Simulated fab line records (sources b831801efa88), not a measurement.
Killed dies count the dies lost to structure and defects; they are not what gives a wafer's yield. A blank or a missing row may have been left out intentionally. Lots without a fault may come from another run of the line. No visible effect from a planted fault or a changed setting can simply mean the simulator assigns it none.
Problem report, 8D (eight disciplines) form, completed by code | flow gf180mcu | the parts of the form that need people (team, actions taken, sign-off) are left out

== 1. WHAT IS WRONG ==
beamEnergyKeV at GF_LVPWELL_IMPLANT_09 reads a mean of 55.538 on 6 wafers of 2 lots; wafers without a fault read 60.002 with a standard deviation of 0.021. That is -99 or more standard deviations from the usual mean.
First observed at day 6 18:00: wafer L813.3, on implanter-01. Wafers with a number at this step in the record: 18, from 6 lots. By rule, "out" or "out of limits" means more than 4 standard deviations away from the usual mean. All remaining wafers that have a number are taken as sound.

== 2. WHAT IT IS; WHAT IT IS NOT ==
question                    | is                     | is not
which readings at this step | beamEnergyKeV          | doseIonsCm2, endStationPressureTorr
which lots                  | L813, L817             | L802, L805, L814, L819
which wafers of those lots  | all that have a number | -
read on which tools         | implanter-01           | implanter-03, implanter-04
when                        | from day 6 18:00       | up to then (6 sound wafers); but 6 sound wafers of L814, L819 came after

== 3. SUSPECTS, AND WHAT RULES EACH OUT ==
Counting: a tool at any process step up to the reading remains a suspect when it ran all the lots that are out and ran no sound lot after the first of those.
- implanter-01 at GF_LVPWELL_IMPLANT_09: kept. All lots that are out passed through it, beginning with L813 at day 6 18:00, and no sound lot followed; its final sound lot before that point was L805 at day 4 18:34. Its own readings are out on those wafers: beamEnergyKeV.
Left after counting: implanter-01 at GF_LVPWELL_IMPLANT_09.

== 4. THE CAUSE (what the simulator had put in) ==
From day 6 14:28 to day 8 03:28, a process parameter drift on implanter-01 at GF_LVPWELL_IMPLANT_09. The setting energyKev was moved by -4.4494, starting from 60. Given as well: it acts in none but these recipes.
The count eliminated every tool but this one.

== 5. THE EFFECT CHAIN, in route order ==
Each row: a reading where the mean over the struck wafers with a number is more than 3 standard deviations away from the usual. Only readings for which the record gives a usual standard deviation are gone through. hours: the time from each lot's start at the first step in this table that gives one to its start at this step, as a median over the lots. sigmas: the change in usual standard deviations.
hours | step                  | reading       | usual  | on struck wafers | change | sigmas
0     | GF_LVPWELL_IMPLANT_09 | beamEnergyKeV | 60.002 | 55.538           | -4.465 | -99 or more
The process steps in it:
- GF_LVPWELL_IMPLANT_09

== 6. HOW IT WOULD HAVE BEEN CAUGHT EARLIER ==
The fault began at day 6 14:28; the first out-of-limits reading in this record came at day 6 18:00, 4 hours later.
